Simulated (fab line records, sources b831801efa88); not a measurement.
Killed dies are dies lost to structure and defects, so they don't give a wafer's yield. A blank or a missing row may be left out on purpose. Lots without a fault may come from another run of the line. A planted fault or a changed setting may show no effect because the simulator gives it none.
Chamber matching | flow sfq_line | SFQ_TRILAYER_I1_CMP_CMP_046 on cmp-02: 4 sister chambers
The step polishes SiO2. 16 wafers are shown with their chamber, then 8 later ones without.

WAFERS WITH THEIR CHAMBER
wafer  | chamber | motor_current_A (A) | time_to_endpoint_s (s)
L729.3 | 0       | 9.6                 | 217
L729.5 | 1       | 10.8                | 222
L729.6 | 2       | 10.9                | 227
L731.2 | 3       | 12.0                | 216
L731.3 | 2       | 10.0                | 213
L731.4 | 1       | 11.3                | 219
L733.2 | 1       | 11.6                | 210
L733.1 | 3       | 12.8                | 209
L733.6 | 0       | 9.3                 | 213
L736.1 | 3       | 11.9                | 202
L736.2 | 0       | 9.9                 | 196
L736.3 | 2       | 10.7                | 206
L745.3 | 3       | 12.1                | 205
L745.2 | 2       | 9.8                 | 204
L745.4 | 1       | 11.2                | 207
L747.1 | 1       | 11.3                | 206

SIGNATURES (means of the wafers above)
reading            | chamber 0 | chamber 1 | chamber 2 | chamber 3 | scatter within a chamber
motor_current_A    | 9.600     | 11.240    | 10.350    | 12.200    | 0.394
time_to_endpoint_s | 208.67    | 212.80    | 212.50    | 208.00    | 8.63
Rule: a wafer's distance from a chamber is the root of the sum, over the readings, of the square of ((its reading less the chamber's mean) divided by the reading's scatter). The wafer belongs to the nearest chamber; if the next one is less than 2 further off, it can't be placed. The scatter: the root of (the sum of the squares of (reading less its chamber's mean) over the shown wafers, divided by (wafers less chambers)).

WAFERS WITHOUT THEIR CHAMBER
wafer  | motor_current_A (A) | time_to_endpoint_s (s)
L747.3 | 10.1                | 205
L747.4 | 12.3                | 213
L749.3 | 11.2                | 211
L749.5 | 10.2                | 210
L749.6 | 12.3                | 212
L750.4 | 10.4                | 218
L750.5 | 12.1                | 220
L750.6 | 10.3                | 226

WHICH CHAMBER EACH WENT THROUGH
wafer  | from the rows above          | in truth
L747.3 | can't be placed: 2 or 0 or 1 | 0
L747.4 | 3                            | 3
L749.3 | can't be placed: 1 or 2      | 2
L749.5 | can't be placed: 2 or 0      | 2
L749.6 | 3                            | 3
L750.4 | can't be placed: 2 or 1 or 0 | 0
L750.5 | can't be placed: 3 or 1      | 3
L750.6 | can't be placed: 2 or 0 or 1 | 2
Placed correctly: 2 of 8. Can't be placed from these rows: 6 (the true chamber is among the candidates in 6). Placed wrongly: 0.
